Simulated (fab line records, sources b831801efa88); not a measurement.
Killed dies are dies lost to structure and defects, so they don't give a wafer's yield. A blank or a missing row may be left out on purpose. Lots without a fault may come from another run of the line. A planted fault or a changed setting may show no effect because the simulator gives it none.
One fault seen from 2 desks | flow sky130 | each desk has only its own numbers; what lay behind them comes last

THE METROLOGY DESK
What the gauges read, lot by lot, whatever tool the lot ran on: means of the sampled wafers that have a number. A lot is out of limits, marked OUT, if its mean lies more than 4 standard deviations from the usual mean; the brackets give that distance.
Columns: A = RES_XHIGH_TW at SKY_RES_XHIGH_TW_MEAS_09, usual 1630; B = cd_nm at SKY_SD_N_CD_MEAS_07, usual 379.8 nm
lot  | first seen here | A    | B
L172 | day 28 00:51    | 1643 | 379.4
L176 | day 28 11:24    | 1632 | 382.8
L175 | day 28 11:44    | 1596 | 382.2
L177 | day 28 13:49    | 1641 | 382.8
L178 | day 28 22:33    | 1595 | 380.3
L180 | day 29 19:06    | 1640 | 378.6
L181 | day 29 22:30    | 1609 | 375.9
L182 | day 30 02:39    | 1655 | 381.5
L184 | day 30 20:00    | 1650 | 375.1
L192 | day 33 15:31    | 1649 | 374.9
L194 | day 34 12:38    | 1654 | 379.4
L195 | day 34 15:19    | 1654 | 380.6
This desk's finding: nothing out of limits on any of the 12 lots.

THE TOOL OWNER'S DESK: cvd_w-02
The tool's own readings at SKY_VIA4_CVD_18 (deposits W, target thk 505 nm, time 152.14 s): means of the sampled wafers that have a number, for each lot that ran on this tool. A lot is out of limits, marked OUT, if its mean lies more than 4 standard deviations from the usual mean; the brackets give that distance.
Columns: A = heater_power_w at SKY_VIA4_CVD_18, usual 840 W
lot  | first seen here | A
L172 | day 43 17:31    | 833
L175 | day 44 07:56    | 847
L177 | day 44 09:13    | 833
L178 | day 44 15:35    | 786
L180 | day 45 08:10    | 794
L182 | day 45 11:31    | 796
L184 | day 45 22:39    | 788
This desk's finding: nothing out of limits on any of the 7 lots.

PUT TOGETHER
The metrology desk saw nothing out of limits.
The tool owner's desk saw nothing out of limits.

WHAT THE SIMULATOR HAD PUT IN
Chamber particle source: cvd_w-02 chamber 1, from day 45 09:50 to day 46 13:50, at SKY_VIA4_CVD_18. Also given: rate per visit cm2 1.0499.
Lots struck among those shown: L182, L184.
